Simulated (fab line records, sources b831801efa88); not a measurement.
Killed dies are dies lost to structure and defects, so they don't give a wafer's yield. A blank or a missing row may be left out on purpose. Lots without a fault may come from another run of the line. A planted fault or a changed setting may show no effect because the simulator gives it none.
Which tool did it? | flow sky130 | 12 lots, 36 wafers sampled, at 3 steps of a route of 708

WHAT THE GAUGES READ, wafer by wafer
SKY_VT_ADJUST_LVTN_TW_MEAS_10. Usual: VT_ADJUST_LVTN_TW 240.8, standard deviation 1.7.
lot  | measured     | on            | VT_ADJUST_LVTN_TW | flag
L220 | day 7 06:22  | film_metro-04 | 241.1 238.1 239.8 |
L221 | day 7 15:42  | film_metro-02 | 242.2 241.9 243.5 |
L222 | day 7 21:46  | film_metro-04 | 239.7 239.2 238.8 |
L223 | day 8 02:56  | film_metro-04 | 239.2 242.2 241.3 |
L227 | day 9 08:41  | film_metro-03 | 239.6 236.6 237.8 |
L231 | day 10 14:34 | film_metro-04 | 242.1 242.1 243.0 |
L233 | day 11 02:05 | film_metro-04 | 240.5 240.1 241.3 |
L235 | day 11 22:32 | film_metro-04 | 239.9 240.8 240.9 |
L236 | day 12 05:21 | film_metro-04 | 240.1 243.1 242.8 |
L239 | day 13 03:41 | film_metro-04 | 242.3 241.5 242.1 |
L240 | day 13 05:27 | film_metro-04 | 241.6 241.0 240.6 |
L241 | day 13 13:05 | film_metro-02 | 241.4 241.5 241.3 |

SKY_SONOS_ONO_THK_MEAS_03. Usual: SONOS_ONO_CVD_02_THK 10.56 nm, standard deviation 0.15.
lot  | measured     | on            | SONOS_ONO_CVD_02_THK (nm) | flag
L220 | day 12 14:37 | film_metro-02 | 10.78 10.62 10.68         |
L221 | day 13 04:47 | film_metro-03 | 10.64 10.74 10.77         |
L222 | day 13 08:53 | film_metro-03 | 10.55 10.63 10.74         |
L223 | day 13 14:13 | film_metro-02 | 10.57 10.68 10.60         |
L227 | day 14 20:22 | film_metro-02 | 10.37 10.37 10.26         |
L231 | day 16 07:51 | film_metro-03 | 10.62 10.56 10.75         |
L233 | day 16 21:58 | film_metro-01 | 10.43 10.51 10.41         |
L235 | day 17 21:07 | film_metro-01 | 10.47 10.46 10.46         |
L236 | day 18 09:06 | film_metro-03 | 10.49 10.56 10.44         |
L239 | day 19 07:43 | film_metro-01 | 10.44 10.46 10.36         |
L240 | day 19 11:08 | film_metro-03 | 10.57 10.56 10.74         |
L241 | day 19 22:59 | film_metro-01 | 10.54 10.64 10.56         |

SKY_SONOS_ONO_THK_MEAS_05. Usual: SONOS_ONO_CVD_04_THK 5.76 nm, standard deviation 0.09.
lot  | measured     | on            | SONOS_ONO_CVD_04_THK (nm) | flag
L220 | day 12 15:55 | film_metro-01 | 5.77 5.76 5.68            |
L221 | day 13 06:06 | film_metro-01 | 5.76 5.57 5.64            |
L222 | day 13 10:11 | film_metro-01 | 5.73 5.86 5.86            |
L223 | day 13 15:31 | film_metro-01 | 5.87 5.98 5.88            |
L227 | day 14 21:40 | film_metro-02 | 5.79 5.75 5.87            |
L231 | day 16 09:10 | film_metro-03 | 5.79 5.60 5.77            |
L233 | day 16 23:16 | film_metro-03 | 5.68 5.69 5.68            |
L235 | day 17 23:02 | film_metro-01 | 5.64 5.66 5.54            |
L236 | day 18 10:25 | film_metro-01 | 5.79 5.83 5.78            |
L239 | day 19 09:02 | film_metro-02 | 5.88 5.87 5.89            |
L240 | day 19 12:27 | film_metro-02 | 5.68 5.69 5.65            |
L241 | day 20 00:18 | film_metro-01 | 5.72 5.67 5.70            |

WHICH TOOL RAN EACH LOT (tool, then ch and the chambers of the sampled wafers, then the start)
The record holds no process step before these readings.

WHAT THE TOOLS THEMSELVES READ (means of the sampled wafers that have a number; where no wafer has one, the mark that the record gives instead)
The record holds no such reading with a usual standard deviation.

THE ANSWER, worked out from the rows above alone
Rule: a lot is off if the mean of its wafers that have a number lies more than 3 standard deviations from the usual mean. A lot without any number at a reading at which 4 lots or more have one is off too. The other lots that the step has rows for count as sound. The gauges are gone through in route order, then the tools' own readings, and for those a lot's mean is taken as printed above. The first step at which some lot is off is used, and at that step the reading that is off furthest; a lot without a number counts as furthest.
No lot is off at any reading shown: from this, nothing can be told.

WHAT THE SIMULATOR HAD PUT IN
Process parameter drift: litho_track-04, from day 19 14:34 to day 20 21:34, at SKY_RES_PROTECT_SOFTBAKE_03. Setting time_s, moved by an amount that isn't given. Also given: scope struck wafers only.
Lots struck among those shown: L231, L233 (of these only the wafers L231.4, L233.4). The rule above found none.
